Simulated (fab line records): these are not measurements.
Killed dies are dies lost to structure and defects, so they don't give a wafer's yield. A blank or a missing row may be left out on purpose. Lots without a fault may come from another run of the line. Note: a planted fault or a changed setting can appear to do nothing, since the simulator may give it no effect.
fab line records	flow sky130
record lots=5	wafers=15	last-day=50
route steps=708 shown CONTACT@421 METAL1@434 VIA1@458 PAD_OPEN@708
lots with no fault: from the same line, run without faults
start-h: the number of hours between the record's first day and the start of the first shown wafer of the lot	wait-h: hours since the lot's step before	" the same as in the row above	L1.1+2: one row covering several wafers at once	- no value, or no start was given	* or withheld: withheld	< > ~ a bound
route shown NAME@n: names a module that has steps shown in the file, with the first one's number in the route	usual: mean/standard deviation of fault-free wafers	same: alike in all rows	chamber/n: place in a boat	sites: each site's reading	_std_site: the standard deviation of these	_edge_site: outer sites' mean less inner sites'	radius-mm: how far each site lies from the wafer's centre	mask NAME#n: copy n	behind: the tool/chamber that last shaped the wafer	hold: the reason the lot was held/the length of the hold in hours/how it ended	device: the n, p or np transistor that did not switch	end of line: the route-end tests of the same wafers	a step given without rows: its recipe and nothing more	killed: count of dies lost to structure and defects at first sort (not the wafer's yield)	map: the dies of a wafer, with x for killed, . for not killed, _ for no die there
set.NAME: the setting the step ran with; set.NAME@STEP: the setting that earlier step ran with	model.NAME: the simulator's own value behind a step, which no gauge read
certain route steps with their lots: each step a table, each wafer a row
services: from which hour (start-h, from the record's first day; less than 0 if before it) a tool's chamber was out of use, for how many hours, and why
## steps
# step SKY_CONTACT_OVL_MEAS_15
# usual CONTACT_OVL=-2/4.6
lot.wafer	tool	chamber	start-h	wait-h	CONTACT_OVL[nm]
L269.2	overlay-02	-	733.01	0.1	-11
L269.3	"	-	"	"	-6
L269.6	"	-	"	"	-2
L270.2	overlay-01	-	752.92	0.1	-2
L270.4	"	-	"	"	-9
L270.6	"	-	"	"	-4
L274.2	overlay-02	-	791.89	0.1	-3
L274.3	"	-	"	"	-3
L274.6	"	-	"	"	-11
L278.2	overlay-01	-	813.51	0.1	-5
L278.4	"	-	"	"	-1
L278.6	"	-	"	"	-1
L289.4	overlay-02	-	897.80	0.1	-3
L289.5	"	-	"	"	7
L289.6	"	-	"	"	-4
# step SKY_CONTACT_ETCH_16
# recipe chemistry=N2/H2	target=BARC	ion-energy-ev=200	source-w=500	bias-w=100	pressure-mtorr=30	n2-flow-sccm=100	h2-flow-sccm=200	stop-on=SiO2	time-s=45.9	target-depth-a=600
# usual drypump-motor-current-A=5.81/0.27	h2-flow-sccm=199.9/0.62	oes-product-au=0.855/0.0046	throttle-valve-pct=13.224/0.0094
lot.wafer	tool	chamber	start-h	wait-h	drypump-motor-current-A	h2-flow-sccm	oes-product-au	rf-hours-counter-h	throttle-valve-pct
L269.2	rie-diel-02	3	733.04	0.0	6.04	200.5	0.857	18	13.241
L269.3	"	0	"	"	5.46	200.4	0.850	6	13.223
L269.6	"	1	"	"	5.76	199.4	0.846	-	13.231
L270.2	rie-diel-01	3	752.95	0.0	6.04	199.9	0.856	15	13.213
L270.4	"	0	"	"	5.59	199.2	0.853	8	13.211
L270.6	"	1	"	"	6.23	200.3	0.853	-	13.229
L274.2	rie-diel-02	2	791.92	0.0	6.19	200.3	0.858	12	13.228
L274.3	"	0	"	"	5.45	199.2	0.858	7	13.206
L274.6	"	3	"	"	6.02	201.7	0.849	-	13.221
L278.2	rie-diel-03	0	813.54	0.0	5.95	200.3	0.850	10	13.227
L278.4	"	1	"	"	5.55	200.5	0.857	-	13.210
L278.6	"	2	"	"	5.33	198.9	0.855	-	13.222
L289.4	rie-diel-03	1	897.81	0.0	5.58	199.1	0.865	11	13.224
L289.5	"	3	"	"	5.75	200.3	0.852	-	13.229
L289.6	"	0	"	"	5.99	200.8	0.847	-	13.228
# step SKY_CONTACT_ETCH_17
# recipe target=SiO2	chemistry=C4F8/O2/Ar	stop-on=Si3N4	mask-material=KrF-thick	source-w=1500	bias-w=1200	pressure-mtorr=40	c4f8-flow-sccm=withheld	O2_flow_sccm=6	Ar_flow_sccm=300	time-s=withheld	target-depth-a=3400
# step SKY_CONTACT_ETCH_18
# recipe target=Si3N4	chemistry=CHF3/O2	stop-on=TiN	source-w=600	bias-w=200	pressure-mtorr=40	chf3-flow-sccm=50	O2_flow_sccm=5	time-s=39	target-depth-a=750
# step SKY_CONTACT_STRIP_19
# recipe chemistry=O2/N2	power-w=1400	pressure-mtorr=1500	platen-temp-c=withheld	o2-flow-sccm=3000	n2-flow-sccm=300	overash-fraction=0.5
# step SKY_CONTACT_STRIP_20
# recipe chemistry=post-etch-residue-remover	time-s=1200	temp-c=72.5
# step SKY_CONTACT_CLEAN_21
# recipe chemistry=IPA	time-s=180	temp-c=25
# step SKY_CONTACT_CLEAN_22
# recipe chemistry=O3/DIW	dry=n2-spin
# step SKY_CONTACT_SPUTTER_23
# recipe material=TiN	target-thk-nm=20	chamber-pressure-pa=5	power-w=4000	time-s=80
# step SKY_CONTACT_CVD_24
# recipe material=W	target-thk-nm=340	time-s=102.12	temp-c=400	pressure-torr=40
# step SKY_CONTACT_RS_MEAS_25
# recipe thk-meas-gauge=four-point-probe	reads=W_of_CONTACT_CVD_24+TiN_of_CONTACT_SPUTTER_23
# usual CONTACT_W_RS=0.337/0.0054
lot.wafer	tool	chamber	start-h	wait-h	CONTACT_W_RS[ohm/sq]
L269.2	film-metro-01	-	734.00	0.1	0.339
L269.3	"	-	"	"	0.342
L269.6	"	-	"	"	0.339
L270.2	film-metro-02	-	753.91	0.1	0.338
L270.4	"	-	"	"	0.332
L270.6	"	-	"	"	0.327
L274.2	film-metro-01	-	792.84	0.1	0.337
L274.3	"	-	"	"	0.343
L274.6	"	-	"	"	0.338
L278.2	film-metro-02	-	814.45	0.1	0.332
L278.4	"	-	"	"	0.341
L278.6	"	-	"	"	0.340
L289.4	film-metro-03	-	899.13	0.1	0.335
L289.5	"	-	"	"	0.341
L289.6	"	-	"	"	0.342
# step SKY_CONTACT_THK_MEAS_26
# recipe thk-meas-gauge=xrf	reads=W_of_CONTACT_CVD_24
# usual CONTACT_W_THK=336/6.9
lot.wafer	tool	chamber	start-h	wait-h	CONTACT_W_THK[nm]
L269.2	film-metro-01	-	734.11	0.1	329
L269.3	"	-	"	"	328
L269.6	"	-	"	"	330
L270.2	film-metro-02	-	754.02	0.1	338
L270.4	"	-	"	"	346
L270.6	"	-	"	"	351
L274.2	film-metro-01	-	792.95	0.1	332
L274.3	"	-	"	"	324
L274.6	"	-	"	"	332
L278.2	film-metro-02	-	814.56	0.1	343
L278.4	"	-	"	"	334
L278.6	"	-	"	"	337
L289.4	film-metro-03	-	899.22	0.1	338
L289.5	"	-	"	"	336
L289.6	"	-	"	"	334
# step SKY_CONTACT_CMP_27
# recipe stop-on=SiO2	t-overpolish-s=15	down-force-psi=3.5	platen-rpm=60	target-thk-nm=0	pad-velocity-m-s=0.94248
# usual motor-current-A=10.6/0.84	overpolish-run-s=15.000/0.0084	platen-rpm=60.00/0.044	time-to-endpoint-s=80/3.5
lot.wafer	tool	chamber	start-h	wait-h	motor-current-A	overpolish-run-s	platen-rpm	time-to-endpoint-s
L269.2	cmp-02	0	734.16	0.0	9.5	15.004	60.04	80
L269.3	"	2	"	"	9.0	15.002	60.02	73
L269.6	"	0	"	"	9.8	15.000	59.91	82
L270.4	cmp-01	0	754.12	0.1	10.9	15.013	59.98	81
L270.2	"	2	"	"	11.2	15.007	59.98	79
L270.6	"	3	"	"	11.1	15.001	59.98	82
L274.2	cmp-01	0	793.05	0.1	11.5	14.991	59.97	78
L274.3	"	1	"	"	9.9	14.995	59.86	73
L274.6	"	3	"	"	12.0	15.003	59.95	74
L278.4	cmp-02	3	814.68	0.1	11.0	14.998	60.05	84
L278.2	"	0	"	"	9.9	15.007	59.94	84
L278.6	"	3	"	"	11.1	14.992	60.07	83
L289.4	cmp-01	2	899.35	0.1	11.9	15.000	60.03	74
L289.6	"	0	"	"	11.1	14.996	59.96	79
L289.5	"	1	"	"	10.0	14.995	59.95	79
# step SKY_METAL1_SPUTTER_00
# recipe material=Ti	target-thk-nm=15	power-w=3000	time-s=10	chamber-pressure-pa=0.4
# step SKY_METAL1_SPUTTER_01
# recipe material=TiN	target-thk-nm=20	power-w=6500	time-s=16.7	chamber-pressure-pa=0.4
# step SKY_METAL1_SPUTTER_02
# recipe material=AlCu	target-thk-nm=250	power-w=10600	time-s=13.3	chamber-pressure-pa=0.4
# step SKY_METAL1_SPUTTER_03
# recipe material=Ti	target-thk-nm=5	power-w=3000	time-s=3.3	chamber-pressure-pa=0.4
# usual throttle-valve-pct=30.1/0.91
lot.wafer	tool	chamber	start-h	wait-h	throttle-valve-pct
L269.2	pvd-sputter-02	-	734.53	0.0	29.4
L269.3	"	-	"	"	28.8
L269.6	"	-	"	"	28.8
L270.2	pvd-sputter-02	-	754.45	0.0	29.0
L270.4	"	-	"	"	29.1
L270.6	"	-	"	"	29.0
L274.2	pvd-sputter-04	-	793.37	0.0	31.0
L274.3	"	-	"	"	30.9
L274.6	"	-	"	"	31.1
L278.2	pvd-sputter-04	-	815.00	0.0	29.8
L278.4	"	-	"	"	31.0
L278.6	"	-	"	"	31.1
L289.4	pvd-sputter-01	-	899.62	0.0	30.5
L289.5	"	-	"	"	30.1
L289.6	"	-	"	"	31.2
# step SKY_METAL1_SPUTTER_04
# recipe material=TiN	target-thk-nm=70	power-w=6500	time-s=58.3	chamber-pressure-pa=0.4
# usual throttle-valve-pct=30.1/0.91
lot.wafer	tool	chamber	start-h	wait-h	throttle-valve-pct
L269.2	pvd-sputter-02	-	734.55	0.0	29.1
L269.3	"	-	"	"	28.6
L269.6	"	-	"	"	28.9
L270.2	pvd-sputter-02	-	754.46	0.0	28.8
L270.4	"	-	"	"	29.3
L270.6	"	-	"	"	28.5
L274.2	pvd-sputter-04	-	793.39	0.0	30.9
L274.3	"	-	"	"	31.3
L274.6	"	-	"	"	31.3
L278.2	pvd-sputter-04	-	815.02	0.0	29.7
L278.4	"	-	"	"	30.6
L278.6	"	-	"	"	31.2
L289.4	pvd-sputter-01	-	899.64	0.0	30.5
L289.5	"	-	"	"	29.9
L289.6	"	-	"	"	31.0
# step SKY_METAL1_RS_MEAS_05
# recipe thk-meas-gauge=four-point-probe	reads=TiN_of_METAL1_SPUTTER_04+Ti_of_METAL1_SPUTTER_03+AlCu_of_METAL1_SPUTTER_02+TiN_of_METAL1_SPUTTER_01+Ti_of_METAL1_SPUTTER_00
# usual METAL1_ALCU_RS=0.1265/0.0019
lot.wafer	tool	chamber	start-h	wait-h	METAL1_ALCU_RS[ohm/sq]
L269.2	film-metro-03	-	734.62	0.0	0.1272
L269.3	"	-	"	"	0.1268
L269.6	"	-	"	"	0.1273
L270.2	film-metro-04	-	754.53	0.0	0.1291
L270.4	"	-	"	"	0.1275
L270.6	"	-	"	"	0.1280
L274.2	film-metro-03	-	793.46	0.0	0.1250
L274.3	"	-	"	"	0.1257
L274.6	"	-	"	"	0.1247
L278.2	film-metro-04	-	815.09	0.0	0.1257
L278.4	"	-	"	"	0.1246
L278.6	"	-	"	"	0.1243
L289.4	film-metro-04	-	899.75	0.1	0.1270
L289.5	"	-	"	"	0.1285
L289.6	"	-	"	"	0.1289
# step SKY_METAL1_THK_MEAS_06
# recipe thk-meas-gauge=xrf	reads=AlCu_of_METAL1_SPUTTER_02
# usual METAL1_ALCU_THK=247/4.4
lot.wafer	tool	chamber	start-h	wait-h	METAL1_ALCU_THK[nm]
L269.2	film-metro-03	-	734.73	0.1	247
L269.3	"	-	"	"	248
L269.6	"	-	"	"	247
L270.2	film-metro-04	-	754.64	0.1	239
L270.4	"	-	"	"	243
L270.6	"	-	"	"	240
L274.2	film-metro-03	-	793.57	0.1	253
L274.3	"	-	"	"	252
L274.6	"	-	"	"	253
L278.2	film-metro-04	-	815.20	0.1	247
L278.4	"	-	"	"	248
L278.6	"	-	"	"	248
L289.4	film-metro-04	-	899.84	0.1	244
L289.5	"	-	"	"	241
L289.6	"	-	"	"	239
# step SKY_METAL1_DEHYDRATE_07
# recipe temp-c=200	time-s=60
# step SKY_METAL1_HMDS_08
# recipe prime-time-s=60	prime-temp-c=120
# step SKY_METAL1_COAT_09
# recipe resist=BARC	temp-c=withheld	time-s=withheld	spin-rpm=3000	resist-thk-nm=60
# step SKY_METAL1_COAT_10
# recipe resist=KrF-thick	spin-rpm=3000	resist-thk-nm=450
# step SKY_METAL1_SOFTBAKE_11
# recipe temp-c=100	time-s=90	resist=KrF-thick
# step SKY_METAL1_EXPOSE_12
# recipe mask-id=MM1	na=0.8	source-shape=annular	sigma-inner=0.55	sigma-outer=0.85	target-cd-nm=140	dose-mj=28
# step SKY_METAL1_PEB_13
# recipe peb-temp-c=withheld	peb-time-s=withheld	resist=KrF-thick
# step SKY_METAL1_DEVELOP_14
# recipe develop-time-s=60	resist=KrF-thick	dev-temp-c=21
# step SKY_METAL1_CD_MEAS_15
# recipe target-cd-nm=140
# usual cd-nm=139.5/1.6
lot.wafer	tool	chamber	start-h	wait-h	cd-nm
L269.2	cd-sem-01	-	762.28	-	139.2
L269.3	"	-	"	"	140.6
L269.6	"	-	"	"	140.1
L270.2	cd-sem-02	-	781.48	-	140.7
L270.4	"	-	"	"	139.0
L270.6	"	-	"	"	140.1
L274.2	cd-sem-01	-	820.87	-	142.4
L274.3	"	-	"	"	142.6
L274.6	"	-	"	"	140.9
L278.2	cd-sem-01	-	842.23	-	141.9
L278.4	"	-	"	"	139.9
L278.6	"	-	"	"	141.0
L289.4	cd-sem-01	-	925.42	-	137.4
L289.5	"	-	"	"	138.0
L289.6	"	-	"	"	139.4
# step SKY_METAL1_OVL_MEAS_16
# usual METAL1_OVL=0/6.2
lot.wafer	tool	chamber	start-h	wait-h	METAL1_OVL[nm]
L269.2	overlay-01	-	762.39	0.1	-11
L269.3	"	-	"	"	-11
L269.6	"	-	"	"	-13
L270.2	overlay-01	-	781.59	0.1	8
L270.4	"	-	"	"	7
L270.6	"	-	"	"	2
L274.2	overlay-01	-	820.97	0.1	0
L274.3	"	-	"	"	3
L274.6	"	-	"	"	-5
L278.2	overlay-01	-	842.34	0.1	-3
L278.4	"	-	"	"	0
L278.6	"	-	"	"	4
L289.4	overlay-01	-	925.50	0.1	-3
L289.5	"	-	"	"	-2
L289.6	"	-	"	"	-4
# step SKY_METAL1_DESCUM_17
# recipe chemistry=O2	source-power-w=150	bias-power-w=0	pressure-mtorr=10	temp-c=40	time-s=8
# step SKY_METAL1_ETCH_18
# recipe chemistry=N2/H2	target=BARC	ion-energy-ev=200	bias-w=100	pressure-mtorr=30	n2-flow-sccm=100	h2-flow-sccm=200	icp-w=500	stop-on=SiO2	time-s=45.9	target-depth-a=600
# usual drypump-motor-current-A=5.4/0.34	h2-flow-sccm=200.1/0.57	oes-product-au=0.853/0.0046	throttle-valve-pct=13.225/0.0092
lot.wafer	tool	chamber	start-h	wait-h	drypump-motor-current-A	h2-flow-sccm	oes-product-au	rf-hours-counter-h	throttle-valve-pct
L269.2	rie-metal-02	1	762.45	0.0	5.0	200.7	0.846	6	13.211
L269.3	"	0	"	"	5.3	199.5	0.860	-	13.216
L269.6	"	1	"	"	5.0	200.1	0.859	-	13.219
L270.2	rie-metal-04	0	781.70	0.1	5.0	200.2	0.848	-	13.232
L270.4	"	0	"	"	5.0	201.1	0.854	-	13.220
L270.6	"	0	"	"	5.0	200.4	0.853	-	13.202
L274.2	rie-metal-04	0	821.03	0.0	5.0	200.1	0.857	0	13.233
L274.3	"	0	"	"	4.9	200.5	0.863	-	13.221
L274.6	"	1	"	"	5.9	200.0	0.857	-	13.233
L278.2	rie-metal-04	1	842.40	0.0	5.9	199.9	0.857	2	13.227
L278.4	"	0	"	"	5.0	200.4	0.850	-	13.225
L278.6	"	0	"	"	5.0	201.0	0.850	-	13.231
L289.4	rie-metal-01	0	925.64	0.1	5.4	200.5	0.854	-	13.214
L289.5	"	0	"	"	5.3	200.5	0.848	-	13.213
L289.6	"	0	"	"	5.3	200.3	0.848	-	13.217
# step SKY_METAL1_METAL_ETCH_19
# recipe target-depth-a=3600	stop-on=SiO2	over-etch-frac=0.3	time-s=78	chemistry=Cl2/BCl3	resist-sidewall-deg=88	pressure-mtorr=10	icp-w=900	bias-w=48.5	Cl2_flow_sccm=60	bcl3-flow-sccm=30
# usual drypump-motor-current-A=5.4/0.34	oes-product-au=0.855/0.0071	throttle-valve-pct=22.266/0.0087
lot.wafer	tool	chamber	start-h	wait-h	drypump-motor-current-A	oes-product-au	rf-hours-counter-h	throttle-valve-pct
L269.2	rie-metal-02	1	762.51	0.0	5.1	0.855	6	22.262
L269.3	"	0	"	"	5.3	0.858	-	22.270
L269.6	"	1	"	"	5.0	0.855	-	22.259
L270.2	rie-metal-04	0	781.84	0.1	5.0	0.849	-	22.268
L270.4	"	0	"	"	5.0	0.850	-	22.265
L270.6	"	0	"	"	5.0	0.853	-	22.253
L274.2	rie-metal-04	0	821.10	0.0	5.0	0.852	0	22.263
L274.3	"	0	"	"	5.0	0.853	-	22.279
L274.6	"	1	"	"	5.9	0.860	-	22.257
L278.2	rie-metal-04	1	842.46	0.0	5.9	0.860	2	22.262
L278.4	"	0	"	"	4.9	0.858	-	22.274
L278.6	"	0	"	"	4.9	0.866	-	22.237
L289.4	rie-metal-01	0	925.80	0.1	5.3	0.854	-	22.269
L289.5	"	0	"	"	5.3	0.849	-	22.262
L289.6	"	0	"	"	5.3	0.855	-	22.263
# step SKY_METAL1_STRIP_20
# recipe chemistry=O2/N2	power-w=1400	pressure-mtorr=1500	platen-temp-c=withheld	o2-flow-sccm=3000	n2-flow-sccm=300	overash-fraction=0.5
# step SKY_METAL1_STRIP_21
# recipe chemistry=post-etch-residue-remover	time-s=1200	temp-c=72.5
# step SKY_METAL1_CLEAN_22
# recipe chemistry=IPA	time-s=180	temp-c=25
# step SKY_METAL1_CLEAN_23
# recipe chemistry=O3/DIW	dry=n2-spin
# step SKY_VIA1_HDPCVD_00
# recipe material=SiO2	target-thk-nm=1030	sigma-open-frac=0.3	time-s=171.7	temp-c=400	sih4-flow-sccm=60	pressure-mtorr=6
# step SKY_VIA1_THK_MEAS_01
# recipe reads=SiO2_of_VIA1_HDPCVD_00
# usual VIA1_HDPCVD_THK=1028/8.7
lot.wafer	tool	chamber	start-h	wait-h	VIA1_HDPCVD_THK[nm]
L269.2	film-metro-02	-	763.39	0.1	1028
L269.3	"	-	"	"	1046
L269.6	"	-	"	"	1026
L270.2	film-metro-01	-	782.70	0.1	1037
L270.4	"	-	"	"	1025
L270.6	"	-	"	"	1014
L274.2	film-metro-04	-	821.93	0.1	1032
L274.3	"	-	"	"	1025
L274.6	"	-	"	"	1028
L278.2	film-metro-01	-	843.30	0.1	1011
L278.4	"	-	"	"	1018
L278.6	"	-	"	"	1019
L289.4	film-metro-02	-	926.79	0.2	1039
L289.5	"	-	"	"	1035
L289.6	"	-	"	"	1022
# step SKY_VIA1_CMP_02
# recipe material=SiO2	down-force-psi=4	platen-rpm=60	pad-velocity-m-s=0.94248
# step SKY_VIA1_BOW_MEAS_03
# recipe mode=bow
# usual VIA1_BOW=80/7
lot.wafer	tool	chamber	start-h	wait-h	VIA1_BOW[um]
L269.2	film-metro-04	-	763.76	0.2	78
L269.3	"	-	"	"	88
L269.6	"	-	"	"	74
L270.2	film-metro-04	-	783.07	0.2	89
L270.4	"	-	"	"	74
L270.6	"	-	"	"	90
L274.2	film-metro-01	-	822.30	0.2	79
L274.3	"	-	"	"	90
L274.6	"	-	"	"	93
L278.2	film-metro-04	-	843.67	0.3	76
L278.4	"	-	"	"	92
L278.6	"	-	"	"	64
L289.4	film-metro-01	-	927.18	0.3	81
L289.5	"	-	"	"	74
L289.6	"	-	"	"	77
# step SKY_VIA1_DEHYDRATE_04
# recipe temp-c=200	time-s=60
# step SKY_PAD_OPEN_PROBE_99
# usual killed_at_M0_to_M3=44/6.9	killed_at_M4_up=3.3/1.8	killed-at-contacts=24/5	killed-at-front-end=16/4.6	killed-at-other=0.2/0.42	killed-dies=88/9.2	killed-on-rim=17/3.5	killed-open=48/7.3	killed-short=40/6.5
# same gross-dies=492	killed-at-back-side=0
lot.wafer	tool	chamber	start-h	wait-h	hold	killed_at_M0_to_M3	killed_at_M4_up	killed-at-contacts	killed-at-front-end	killed-at-other	killed-dies	killed-on-rim	killed-open	killed-short
L269.2	prober-02	-	1074.91	0.1	-	39	1	20	25	0	85	16	40	45
L269.3	prober-02	-	1074.96	0.2	-	37	1	21	23	0	82	16	44	38
L269.6	prober-02	-	1075.11	0.2	-	38	4	14	16	0	72	8	38	34
L274.2	prober-01	-	1120.66	0.1	-	35	3	25	7	0	70	18	37	33
L274.3	prober-01	-	1120.71	0.2	-	45	2	16	14	1	78	15	37	41
L274.6	prober-01	-	1120.86	0.2	-	39	2	17	18	0	76	19	46	30
L278.2	prober-01	-	1133.84	0.1	-	57	2	19	22	0	100	18	53	47
L278.4	prober-01	-	1133.94	0.2	-	45	2	29	32	0	108	20	59	49
L278.6	prober-01	-	1134.04	0.2	-	47	4	28	18	0	97	18	59	38
L289.4	prober-02	-	1192.71	0.2	await-dispo/4.2h/release	35	4	16	22	0	77	18	44	33
L289.5	prober-02	-	1192.76	0.2	await-dispo/4.2h/release	51	1	20	19	0	91	19	52	39
L289.6	prober-02	-	1192.81	0.2	await-dispo/4.2h/release	28	1	311	8	0	348	64	32	23
# killed by level:class
L269.2 FIELD_ISO:geometric-particle:short=8 VIA1:geometric-particle:open=8 POLY_GATE:geometric-particle:open=6 VIA2:geometric-particle:open=6 CONTACT:geometric-particle:open=6 METAL2:geometric-particle:short=5 VIA1:geometric-particle:short=5 LOCAL_INTERCONNECT:geometric-particle:short=4
L269.3 CONTACT:geometric-particle:open=11 VIA1:geometric-particle:open=9 METAL2:geometric-particle:short=7 POLY_GATE:geometric-particle:short=6 FIELD_ISO:geometric-particle:open=5 POLY_GATE:geometric-particle:open=5 VIA1:geometric-particle:short=5 CONTACT:geometric-particle:short=4
L269.6 VIA1:geometric-particle:open=9 FIELD_ISO:geometric-particle:short=5 CONTACT:geometric-particle:open=5 METAL2:geometric-particle:short=5 METAL1:geometric-particle:short=5 FIELD_ISO:geometric-particle:open=4 LI_CONTACT:geometric-particle:open=4 VIA1:geometric-particle:short=4
L274.2 VIA2:geometric-particle:open=11 CONTACT:geometric-particle:open=8 VIA1:geometric-particle:open=6 CONTACT:geometric-particle:short=5 FIELD_ISO:geometric-particle:short=4 LI_CONTACT:geometric-particle:open=4 LI_CONTACT:geometric-particle:short=4 LOCAL_INTERCONNECT:geometric-particle:short=4
L274.3 VIA1:geometric-particle:open=8 METAL2:geometric-particle:short=7 CONTACT:geometric-particle:open=6 VIA2:geometric-particle:open=6 CONTACT:geometric-particle:short=5 VIA3:geometric-particle:open=5 VIA2:geometric-particle:short=4 METAL1:geometric-particle:short=4
L274.6 VIA3:geometric-particle:open=9 VIA1:geometric-particle:open=8 LI_CONTACT:geometric-particle:open=5 METAL2:geometric-particle:short=5 FIELD_ISO:geometric-particle:short=4 FIELD_ISO:geometric-particle:open=4 POLY_GATE:geometric-particle:open=4 CONTACT:geometric-particle:open=4
L278.2 VIA1:geometric-particle:open=17 VIA3:geometric-particle:open=9 FIELD_ISO:geometric-particle:short=8 LI_CONTACT:geometric-particle:open=6 VIA1:geometric-particle:short=6 FIELD_ISO:geometric-particle:open=5 VIA2:geometric-particle:short=5 CONTACT:geometric-particle:open=5
L278.4 CONTACT:geometric-particle:open=16 FIELD_ISO:geometric-particle:short=12 VIA1:geometric-particle:open=9 FIELD_ISO:geometric-particle:open=7 METAL1:geometric-particle:short=6 POLY_GATE:geometric-particle:open=5 VIA2:geometric-particle:open=5 LI_CONTACT:geometric-particle:open=5
L278.6 VIA1:geometric-particle:open=15 CONTACT:geometric-particle:open=10 LOCAL_INTERCONNECT:geometric-particle:short=7 VIA3:geometric-particle:open=7 FIELD_ISO:geometric-particle:open=6 LI_CONTACT:geometric-particle:open=5 CONTACT:geometric-particle:short=5 METAL2:geometric-particle:short=5
L289.4 CONTACT:geometric-particle:open=8 VIA1:geometric-particle:open=8 FIELD_ISO:geometric-particle:open=7 VIA1:geometric-particle:short=5 VIA3:geometric-particle:open=5 FIELD_ISO:geometric-particle:short=4 METAL1:geometric-particle:short=4 METAL2:geometric-particle:short=4
L289.5 VIA1:geometric-particle:open=13 VIA3:geometric-particle:open=8 LI_CONTACT:geometric-particle:open=7 VIA2:geometric-particle:open=7 METAL1:geometric-particle:short=6 FIELD_ISO:geometric-particle:open=5 POLY_GATE:geometric-particle:short=5 LOCAL_INTERCONNECT:geometric-particle:short=4
L289.6 CONTACT:unspecified=293 VIA1:geometric-particle:open=11 CONTACT:geometric-particle:open=8 FIELD_ISO:geometric-particle:short=4 LI_CONTACT:geometric-particle:short=4 LI_CONTACT:geometric-particle:open=4 METAL1:geometric-particle:short=4 FIELD_ISO:geometric-particle:open=3
# map L289.6 (x killed, . not)
__________xxxx.x.xxx_________
________x..xxxxxxxxx.x_______
______..xxxx.xxxxx.x.x.x_____
_____x.xx..xxxx..xxxxxxxx____
____..xx.xx.xxxxxxxxx.xxx.___
___.x.xx..xxx..x....xxxxxxx__
__x.xx.xxxxxxx.xx..xxxxxx.xx_
_....x..xx.xxxxx.x.xxx.xxxxx.
_.xxx.xxx.xxx.x.xxx..xx.x..xx
_xxxxxxxxx...xx.xx.xxxxxxx.x.
_xxxx.xxx.x.x.xxxxxxxx.xxxxx.
_x.xxx.xxxxxxx.xx.xx..xxxx.xx
_xxxx.xx.x.x.xxx.xxxxxx..xxxx
_xxx.xx.xxxxx.xxxxx.x.xxxxxx.
_xxx.x.xxxx.x..xxxxxx.xxxx.x.
__xxx..xxxxx..xxx.x.xxxxx.x._
___xxxxx.xxxx.x..x.....x.xx__
____xxxxxxx..x.xxx.xxxx.x.___
_____x..xxx.x...xxxxxx...____
______xx.xx.xx.xx.xx.xx._____
________x.xxxxxx.x.x.x_______
__________xxxxxxxx.x_________
# map L270.6 (x killed, . not)
__________..x..x...._________
________....x........._______
______..xx.x.....x......_____
_____.....x...x..........____
____..x...x..x.x...xx.x...___
___xx......x..x............__
__x.....x.............xxxx.._
_x.x.x......x.........x..x...
_.......xx.xx.x...x.xx..x..x.
_...x........x.x....x..x.x..x
_.x.....xxx..x.xxx......xx...
_..........xx................
_.......x..x..x.....x........
_...x.x..............x...xx..
_...........................x
__.....x..x...xxxx....x....._
___.....x............x.....__
____x.x........x..........___
_____.....xx..x.x...x....____
______.x.....x........x._____
________..........x.x._______
__________.........x_________
## services
tool	chamber	start-h	hours	kind
pvd-sputter-01	-	718.27	99.2	repair
pvd-sputter-04	-	737.39	2.1	repair
cmp-02	-	744.23	4.0	pm
cmp-01	-	758.72	0.5	repair
cmp-01	-	782.97	0.9	repair
rie-diel-02	1	789.25	8.6	repair
rie-metal-02	1	798.45	5.3	repair
pvd-sputter-04	-	799.44	1.1	repair
rie-diel-03	-	806.87	0.6	repair
pvd-sputter-02	-	808.58	2.4	repair
rie-diel-03	3	811.05	7.2	repair
pvd-sputter-04	-	820.51	9.1	repair
rie-metal-01	-	829.91	14.6	pm
pvd-sputter-02	-	847.72	1.0	repair
rie-metal-01	1	854.97	1.0	repair
rie-diel-02	-	860.85	1.1	repair
pvd-sputter-04	-	862.87	2.7	repair
rie-metal-02	-	870.41	2.1	repair
cmp-01	-	880.53	0.4	repair
cmp-02	-	883.50	0.4	repair
rie-diel-03	2	883.51	2.9	repair
rie-metal-01	1	909.09	22.4	repair
cmp-01	-	912.16	4.0	pm
rie-diel-02	-	914.95	2.8	pm
## key
first-sign step=SKY_PAD_OPEN_PROBE_99	reading=killed-at-contacts	direction=up	sigmas=57	usual=24	struck=311
effect step=SKY_PAD_OPEN_PROBE_99	reading=killed-dies	direction=up	sigmas=28	usual=88	struck=348
met-at SKY_CONTACT_CMP_27
struck-wafers L289.6
tester-left-out L289
onset-between 793.05 899.35
fault kind=chamber-particle-source	tool=cmp-01	chamber=0	onset-h=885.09	steps=SKY_CONTACT_CMP_27	rate-per-visit-cm2=1.9899	end-h=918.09
# tester-left-out: of these lots the tester's yield and bins aren't shown, on N5 and GAA mostly nor the transistor test; their killed dies are dies lost to structure and defects alone, not to doping, threshold or leakage, so they don't give the yield
